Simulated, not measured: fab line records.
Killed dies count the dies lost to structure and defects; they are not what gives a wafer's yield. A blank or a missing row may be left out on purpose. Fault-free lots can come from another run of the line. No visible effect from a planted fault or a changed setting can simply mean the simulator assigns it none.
fab line records -- flow gf180mcu
[record] lots = 15, wafers = 42, last-day = 34
route steps=602 shown HV_LDD@187
lots untouched by any fault: they come from a run of this same line in which no faults occurred
start-h: the number of hours between the record's first day and the start of the first shown wafer of the lot -- wait-h: hours elapsed since this lot's preceding step -- " the same as in the row above -- L1.1+2: a row that stands for several wafers -- - no value, or no start given -- * or withheld: withheld -- < > ~ a bound
route shown NAME@n: NAME is a module with steps in the file, n the number in the route of the first one -- usual: average and standard deviation across the fault-free wafers -- same: alike in all rows -- chamber/n: place in a boat -- sites: each site's reading -- _std_site: their standard deviation -- _edge_site: outer sites' mean less inner sites' -- radius-mm: for every site, how far away it sits from the centre of the wafer -- mask NAME#n: copy n -- behind: the tool/chamber that last shaped the wafer -- hold: reason for holding the lot/hours on hold/outcome of the hold -- device: transistor that didn't switch, given as n, p or np -- end of line: tests of these same wafers at the route's end -- a step without rows: its recipe alone -- killed: the dies lost at the first sort to structure and to defects; this is not the yield of the wafer -- map: the dies of a wafer, with x for killed, . for not killed, _ for no die there
set.NAME: setting as actually run; set.NAME@STEP: the setting as run at that earlier step -- model.NAME: the simulator's own value behind a step, which no gauge read
route steps across a sampled set of lots; one table per step, one row per wafer
services: from which hour (start-h, from the record's first day; less than 0 if before it) a tool's chamber was out of use, for how many hours, and why
[[steps]]
[step GF_HV_LDD_TW_MEAS_11]
[usual] HV_LDD_TW = 2386/10
lot.wafer,tool,chamber,start-h,wait-h,HV_LDD_TW
L257.3,film-metro-04,-,218.06,0.1,2387
L257.4,film-metro-04,-,218.06,0.1,2395
L257.6,film-metro-04,-,218.06,0.1,2373
L258.2,film-metro-04,-,228.97,0.1,2371
L258.4,film-metro-04,-,228.97,0.1,2395
L258.5,film-metro-04,-,228.97,0.1,2376
L259.3,film-metro-04,-,230.61,0.1,2368
L259.5,film-metro-04,-,230.61,0.1,2382
L259.6,film-metro-04,-,230.61,0.1,2380
L260.1,film-metro-03,-,243.94,0.1,2398
L260.4,film-metro-03,-,243.94,0.1,2403
L260.5,film-metro-03,-,243.94,0.1,2390
L261.1,film-metro-04,-,244.24,0.1,2378
L261.3,film-metro-04,-,244.24,0.1,2379
L261.4,film-metro-04,-,244.24,0.1,2380
L263.2,film-metro-02,-,265.30,0.1,2397
L263.6,film-metro-02,-,265.30,0.1,2390
L267.2,film-metro-02,-,292.81,0.1,2393
L267.5,film-metro-02,-,292.81,0.1,2389
L268.2,film-metro-02,-,297.61,0.1,2381
L268.6,film-metro-02,-,297.61,0.1,2385
L272.1,film-metro-02,-,327.61,0.1,2383
L272.4,film-metro-02,-,327.61,0.1,2389
L272.6,film-metro-02,-,327.61,0.1,2388
L273.1,film-metro-02,-,331.09,0.1,2389
L273.4,film-metro-02,-,331.09,0.1,2385
L273.5,film-metro-02,-,331.09,0.1,2383
L275.1,film-metro-04,-,345.70,0.1,2371
L275.2,film-metro-04,-,345.70,0.1,2351
L275.4,film-metro-04,-,345.70,0.1,2365
L277.3,film-metro-04,-,359.18,0.1,2365
L277.4,film-metro-04,-,359.18,0.1,2377
L277.5,film-metro-04,-,359.18,0.1,2365
L278.1,film-metro-02,-,368.50,0.1,2383
L278.2,film-metro-02,-,368.50,0.1,2391
L278.6,film-metro-02,-,368.50,0.1,2386
L279.1,film-metro-03,-,377.75,0.1,2401
L279.5,film-metro-03,-,377.75,0.1,2393
L279.6,film-metro-03,-,377.75,0.1,2400
L280.3,film-metro-02,-,386.42,0.1,2395
L280.4,film-metro-02,-,386.42,0.1,2397
L280.6,film-metro-02,-,386.42,0.1,2394
[step GF_HV_LDD_IMPLANT_21]
[recipe] species = BF2, energy-kev = 25, dose-cm2 = 5e+13, tilt-deg = 7
[usual] beam-on-s = 9.98/0.21, end-station-pressure-torr = 5.2e-06/2.7e-07, faraday-current-uA = 282/5.9
lot.wafer,tool,chamber,start-h,wait-h,beam-on-s,end-station-pressure-torr,faraday-current-uA
L257.3,implanter-03,0,235.74,0.1,9.89,5.17e-06,285
L257.4,implanter-03,0,235.74,0.1,10.25,5.38e-06,277
L257.6,implanter-03,0,235.74,0.1,9.89,5.05e-06,284
L258.2,implanter-02,0,247.12,0.0,10.09,5.32e-06,280
L258.4,implanter-02,0,247.12,0.0,10.23,5.36e-06,276
L258.5,implanter-02,0,247.12,0.0,9.88,5.3e-06,285
L259.3,implanter-02,0,249.01,0.1,10.20,4.68e-06,277
L259.5,implanter-02,0,249.01,0.1,10.36,4.93e-06,272
L259.6,implanter-02,0,249.01,0.1,9.80,4.95e-06,287
L260.1,implanter-02,0,262.59,0.0,10.00,5.07e-06,282
L260.4,implanter-02,0,262.59,0.0,10.19,4.93e-06,276
L260.5,implanter-02,0,262.59,0.0,9.93,5.27e-06,283
L261.1,implanter-03,0,262.60,0.0,10.14,4.98e-06,279
L261.3,implanter-03,0,262.60,0.0,9.82,4.85e-06,287
L261.4,implanter-03,0,262.60,0.0,10.24,5.33e-06,276
L263.2,implanter-02,0,284.34,0.0,10.37,5.41e-06,271
L263.6,implanter-02,0,284.34,0.0,7.74,4.83e-06,364
L267.2,implanter-02,0,312.99,0.0,10.63,5.5e-06,266
L267.5,implanter-02,0,312.99,0.0,7.70,5.38e-06,365
L268.2,implanter-02,0,317.54,0.0,10.35,5.43e-06,273
L268.6,implanter-02,0,317.54,0.0,7.81,4.99e-06,360
L272.1,implanter-03,0,348.59,0.0,9.98,4.89e-06,284
L272.4,implanter-03,0,348.59,0.0,9.98,5.29e-06,283
L272.6,implanter-03,0,348.59,0.0,10.07,5.24e-06,282
L273.1,implanter-01,0,351.86,0.0,9.57,5.13e-06,294
L273.4,implanter-01,0,351.86,0.0,10.15,5.05e-06,277
L273.5,implanter-01,0,351.86,0.0,10.06,5.23e-06,280
L275.1,implanter-01,0,367.54,0.0,10.41,5.1e-06,271
L275.2,implanter-01,0,367.54,0.0,9.83,5.53e-06,286
L275.4,implanter-01,0,367.54,0.0,10.10,5.94e-06,279
L277.3,implanter-03,0,380.81,0.1,9.94,5.43e-06,283
L277.4,implanter-03,0,380.81,0.1,10.02,4.91e-06,282
L277.5,implanter-03,0,380.81,0.1,10.14,5.48e-06,277
L278.1,implanter-03,0,391.54,0.0,10.08,5.77e-06,279
L278.2,implanter-03,0,391.54,0.0,9.78,5.13e-06,288
L278.6,implanter-03,0,391.54,0.0,9.62,5.44e-06,292
L279.1,implanter-02,0,400.86,0.0,9.78,5.1e-06,287
L279.5,implanter-02,0,400.86,0.0,9.83,5.27e-06,286
L279.6,implanter-02,0,400.86,0.0,10.07,5.32e-06,279
L280.3,implanter-02,0,409.54,0.1,9.78,5.08e-06,288
L280.4,implanter-02,0,409.54,0.1,9.62,5.43e-06,293
L280.6,implanter-02,0,409.54,0.1,10.17,5.46e-06,278
[step GF_HV_LDD_TW_MEAS_23]
[usual] HV_LDD_2_TW = 1044/5.3
lot.wafer,tool,chamber,start-h,wait-h,HV_LDD_2_TW
L257.3,film-metro-03,-,235.96,0.1,1048
L257.4,film-metro-03,-,235.96,0.1,1042
L257.6,film-metro-03,-,235.96,0.1,1048
L258.2,film-metro-04,-,247.35,0.1,1042
L258.4,film-metro-04,-,247.35,0.1,1040
L258.5,film-metro-04,-,247.35,0.1,1042
L259.3,film-metro-04,-,249.25,0.1,1046
L259.5,film-metro-04,-,249.25,0.1,1046
L259.6,film-metro-04,-,249.25,0.1,1043
L260.1,film-metro-04,-,262.84,0.1,1032
L260.4,film-metro-04,-,262.84,0.1,1038
L260.5,film-metro-04,-,262.84,0.1,1036
L261.1,film-metro-02,-,262.85,0.1,1046
L261.3,film-metro-02,-,262.85,0.1,1046
L261.4,film-metro-02,-,262.85,0.1,1038
L263.2,film-metro-03,-,284.57,0.1,1047
L263.6,film-metro-03,-,284.57,0.1,963
L267.2,film-metro-03,-,313.22,0.1,1049
L267.5,film-metro-03,-,313.22,0.1,956
L268.2,film-metro-04,-,317.83,0.1,1030
L268.6,film-metro-04,-,317.83,0.1,953
L272.1,film-metro-03,-,348.84,0.1,1047
L272.4,film-metro-03,-,348.84,0.1,1047
L272.6,film-metro-03,-,348.84,0.1,1049
L273.1,film-metro-04,-,352.11,0.1,1032
L273.4,film-metro-04,-,352.11,0.1,1035
L273.5,film-metro-04,-,352.11,0.1,1034
L275.1,film-metro-03,-,367.79,0.1,1049
L275.2,film-metro-03,-,367.79,0.1,1044
L275.4,film-metro-03,-,367.79,0.1,1051
L277.3,film-metro-03,-,381.03,0.1,1048
L277.4,film-metro-03,-,381.03,0.1,1045
L277.5,film-metro-03,-,381.03,0.1,1046
L278.1,film-metro-03,-,391.79,0.1,1042
L278.2,film-metro-03,-,391.79,0.1,1049
L278.6,film-metro-03,-,391.79,0.1,1046
L279.1,film-metro-03,-,401.11,0.1,1042
L279.5,film-metro-03,-,401.11,0.1,1050
L279.6,film-metro-03,-,401.11,0.1,1050
L280.3,film-metro-04,-,409.76,0.1,1038
L280.4,film-metro-04,-,409.76,0.1,1037
L280.6,film-metro-04,-,409.76,0.1,1041
[step GF_HV_LDD_OVL_MEAS_47]
[usual] HV_LDD_03_OVL = 0.4/1.4
lot.wafer,tool,chamber,start-h,wait-h,HV_LDD_03_OVL[nm]
L257.3,overlay-01,-,275.52,0.1,2.4
L257.4,overlay-01,-,275.52,0.1,2.9
L257.6,overlay-01,-,275.52,0.1,1.8
L258.2,overlay-02,-,284.91,0.1,-0.5
L258.4,overlay-02,-,284.91,0.1,-0.7
L258.5,overlay-02,-,284.91,0.1,-0.8
L259.3,overlay-02,-,287.48,0.1,1.6
L259.5,overlay-02,-,287.48,0.1,0.0
L259.6,overlay-02,-,287.48,0.1,1.0
L260.1,overlay-01,-,302.76,0.1,2.9
L260.4,overlay-01,-,302.76,0.1,1.4
L260.5,overlay-01,-,302.76,0.1,2.4
L261.1,overlay-01,-,303.48,0.1,2.8
L261.3,overlay-01,-,303.48,0.1,1.2
L261.4,overlay-01,-,303.48,0.1,1.7
L263.2,overlay-01,-,325.61,0.1,0.8
L263.6,overlay-01,-,325.61,0.1,0.8
L267.2,overlay-01,-,356.18,0.1,0.2
L267.5,overlay-01,-,356.18,0.1,0.4
L268.2,overlay-01,-,360.21,0.1,2.0
L268.6,overlay-01,-,360.21,0.1,0.4
L272.1,overlay-02,-,393.96,0.1,-0.6
L272.4,overlay-02,-,393.96,0.1,-0.2
L272.6,overlay-02,-,393.96,0.1,0.4
L273.1,overlay-02,-,397.26,0.1,-0.3
L273.4,overlay-02,-,397.26,0.1,-1.0
L273.5,overlay-02,-,397.26,0.1,-1.7
L275.1,overlay-01,-,414.66,0.1,0.2
L275.2,overlay-01,-,414.66,0.1,-0.7
L275.4,overlay-01,-,414.66,0.1,1.0
L277.3,overlay-01,-,428.78,0.1,0.1
L277.4,overlay-01,-,428.78,0.1,0.6
L277.5,overlay-01,-,428.78,0.1,1.2
L278.1,overlay-01,-,439.61,0.1,-1.4
L278.2,overlay-01,-,439.61,0.1,0.2
L278.6,overlay-01,-,439.61,0.1,0.2
L279.1,overlay-02,-,449.22,0.1,0.8
L279.5,overlay-02,-,449.22,0.1,-0.5
L279.6,overlay-02,-,449.22,0.1,1.2
L280.3,overlay-01,-,459.17,0.1,-0.4
L280.4,overlay-01,-,459.17,0.1,-0.4
L280.6,overlay-01,-,459.17,0.1,1.0
[step GF_HV_LDD_THK_MEAS_55]
[recipe] reads = SiO2_of_HV_LDD_CVD_54
[usual] HV_LDD_CVD_54_THK = 9.97/0.16
lot.wafer,tool,chamber,start-h,wait-h,HV_LDD_CVD_54_THK[nm]
L257.3,film-metro-03,-,277.64,0.0,10.24
L257.4,film-metro-03,-,277.64,0.0,10.17
L257.6,film-metro-03,-,277.64,0.0,10.09
L258.2,film-metro-02,-,286.52,0.0,9.91
L258.4,film-metro-02,-,286.52,0.0,9.92
L258.5,film-metro-02,-,286.52,0.0,9.94
L259.3,film-metro-02,-,289.09,0.0,10.12
L259.5,film-metro-02,-,289.09,0.0,10.09
L259.6,film-metro-02,-,289.09,0.0,10.04
L260.1,film-metro-04,-,304.37,0.0,10.19
L260.4,film-metro-04,-,304.37,0.0,10.08
L260.5,film-metro-04,-,304.37,0.0,10.06
L261.1,film-metro-03,-,305.08,0.0,10.14
L261.3,film-metro-03,-,305.08,0.0,10.11
L261.4,film-metro-03,-,305.08,0.0,9.96
L263.2,film-metro-04,-,327.22,0.0,10.15
L263.6,film-metro-04,-,327.22,0.0,9.96
L267.2,film-metro-03,-,357.80,0.0,9.94
L267.5,film-metro-03,-,357.80,0.0,10.00
L268.2,film-metro-02,-,361.82,0.0,9.98
L268.6,film-metro-02,-,361.82,0.0,9.97
L272.1,film-metro-02,-,395.56,0.0,9.85
L272.4,film-metro-02,-,395.56,0.0,9.88
L272.6,film-metro-02,-,395.56,0.0,10.02
L273.1,film-metro-04,-,398.87,0.0,9.84
L273.4,film-metro-04,-,398.87,0.0,9.76
L273.5,film-metro-04,-,398.87,0.0,9.83
L275.1,film-metro-04,-,416.27,0.0,10.04
L275.2,film-metro-04,-,416.27,0.0,10.00
L275.4,film-metro-04,-,416.27,0.0,9.96
L277.3,film-metro-02,-,431.04,0.0,10.01
L277.4,film-metro-02,-,431.04,0.0,10.12
L277.5,film-metro-02,-,431.04,0.0,10.01
L278.1,film-metro-04,-,441.64,0.0,9.72
L278.2,film-metro-04,-,441.64,0.0,9.78
L278.6,film-metro-04,-,441.64,0.0,9.77
L279.1,film-metro-02,-,450.83,0.0,9.77
L279.5,film-metro-02,-,450.83,0.0,9.97
L279.6,film-metro-02,-,450.83,0.0,9.80
L280.3,film-metro-02,-,460.78,0.0,9.87
L280.4,film-metro-02,-,460.78,0.0,9.85
L280.6,film-metro-02,-,460.78,0.0,9.85
[[services]]
tool,chamber,start-h,hours,kind
implanter-02,-,225.22,2.5,repair
implanter-01,-,238.90,3.0,repair
implanter-03,-,272.57,2.0,repair
implanter-02,-,313.23,2.6,repair
implanter-01,-,332.66,0.5,repair
implanter-02,-,345.19,16.5,repair
implanter-03,-,373.19,4.4,pm
implanter-03,-,381.83,8.4,repair
implanter-01,-,390.17,14.0,pm
implanter-03,-,404.17,1.9,repair
[[key]]
[first-sign] step = GF_HV_LDD_IMPLANT_21, reading = faraday-current-uA, direction = up, sigmas = 14, usual = 282, struck = 363
[effect] step = GF_HV_LDD_IMPLANT_21, reading = beam-on-s, direction = down, sigmas = 10, usual = 9.98, struck = 7.75
[effect] step = GF_HV_LDD_TW_MEAS_23, reading = HV_LDD_2_TW, direction = down, sigmas = 16, usual = 1044, struck = 957
met-at GF_HV_LDD_IMPLANT_21
struck-lots L263,L267,L268
struck-wafers L263.6,L267.5,L268.6
tester-left-out L263,L267,L268
not-acting-at GF_HV_LDD_TW_MEAS_11,GF_HV_LDD_OVL_MEAS_47,GF_HV_LDD_THK_MEAS_55
onset-between 262.59 284.34
[fault] kind = process-parameter-drift, tool = implanter-02, chamber = -, onset-h = 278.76, steps = GF_HV_LDD_IMPLANT_21, channel = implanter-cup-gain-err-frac, offset = 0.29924, shape = step, end-h = 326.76, scope = struck-wafers-only
// tester-left-out: of these lots the tester's yield and bins aren't shown, on N5 and GAA mostly nor the transistor test; their killed dies are dies lost to structure and defects alone, not to doping, threshold or leakage, so they don't give the yield
